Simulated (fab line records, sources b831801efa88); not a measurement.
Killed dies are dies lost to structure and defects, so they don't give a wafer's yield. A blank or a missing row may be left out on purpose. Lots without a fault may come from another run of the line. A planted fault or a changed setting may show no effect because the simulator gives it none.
Split-lot experiment | flow gf180mcu | 5 lots, 23 wafers read, on a route of 602 steps

THE SPLIT
At GF_POLY_GATE_OXIDATION_16 (stabilise 600 s, purge 300 s, target thk 4 nm), the setting temp_c was moved away from the recipe's 850 C on 15 of the 23 wafers read, by -0.9% to +0.8%. The other wafers ran this setting at the recipe's value.

The file shows no step between the split and the reading.

THE READING
POLY_GATE_OXIDATION_THK, in nm, at GF_POLY_GATE_THK_MEAS_17. Fault-free wafers of this fab line usually give 4.01 nm, standard deviation 0.077 nm.

wafer  | tool, chamber at the split | temp_c as run, C | against the recipe | POLY_GATE_OXIDATION_THK, nm | against lot-mates on the recipe
L074.1 | -, -                       | 850              | recipe             | 4.00                        | -
L074.2 | -, -                       | 850              | recipe             | 3.99                        | -
L074.3 | -, -                       | 850              | recipe             | 3.99                        | -
L074.4 | -, -                       | 850              | recipe             | 4.03                        | -
L074.6 | -, -                       | 850              | recipe             | 4.01                        | -
L075.1 | -, -                       | 856.9            | +0.8%              | 4.48                        | no lot-mate on the recipe
L075.2 | -, -                       | 856.9            | +0.8%              | 4.41                        | no lot-mate on the recipe
L075.3 | -, -                       | 856.9            | +0.8%              | 4.39                        | no lot-mate on the recipe
L075.5 | -, -                       | 856.9            | +0.8%              | 4.41                        | no lot-mate on the recipe
L075.6 | -, -                       | 856.9            | +0.8%              | 4.43                        | no lot-mate on the recipe
L077.1 | -, -                       | 844.5            | -0.6%              | 3.67                        | no lot-mate on the recipe
L077.2 | -, -                       | 844.5            | -0.6%              | 3.72                        | no lot-mate on the recipe
L077.4 | -, -                       | 844.5            | -0.6%              | 3.69                        | no lot-mate on the recipe
L077.5 | -, -                       | 844.5            | -0.6%              | 3.70                        | no lot-mate on the recipe
L077.6 | -, -                       | 844.5            | -0.6%              | 3.71                        | no lot-mate on the recipe
L080.1 | furnace-02, 0              | 850              | recipe             | 4.13                        | -
L080.3 | furnace-02, 0              | 850              | recipe             | 4.12                        | -
L080.5 | furnace-02, 0              | 850              | recipe             | 4.13                        | -
L081.1 | -, -                       | 842.6            | -0.9%              | 3.62                        | no lot-mate on the recipe
L081.2 | -, -                       | 842.6            | -0.9%              | 3.52                        | no lot-mate on the recipe
L081.3 | -, -                       | 842.6            | -0.9%              | 3.57                        | no lot-mate on the recipe
L081.4 | -, -                       | 842.6            | -0.9%              | 3.61                        | no lot-mate on the recipe
L081.6 | -, -                       | 842.6            | -0.9%              | 3.66                        | no lot-mate on the recipe

THE FIT
A straight line over all 23 wafers: POLY_GATE_OXIDATION_THK changes by +0.498 nm for each +1% of temp_c; r = +0.99; the points scatter about the line by 0.049 nm.
Too few moved wafers have a lot-mate on the recipe to fit a line with each lot's own level taken away.

THE WHOLE CHAIN: every reading that the file lists as answering this split, in the file's order
step                      | what it does                                  | reading                                                                                | change (the file's fit)               | r (the file's)
GF_POLY_GATE_OXIDATION_16 | stabilise 600 s, purge 300 s, target thk 4 nm | SiO2_of_POLY_GATE_OXIDATION_16.thk_nm (the simulator's own value, which no gauge read) | +0.498 nm for each +1% of the setting | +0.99
GF_POLY_GATE_THK_MEAS_17  |                                               | POLY_GATE_OXIDATION_THK                                                                | +0.499 for each +1% of the setting    | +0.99

THE FILE'S OWN FIT
POLY_GATE_OXIDATION_THK changes by +0.499 nm for each +1% of temp_c, r = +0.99.
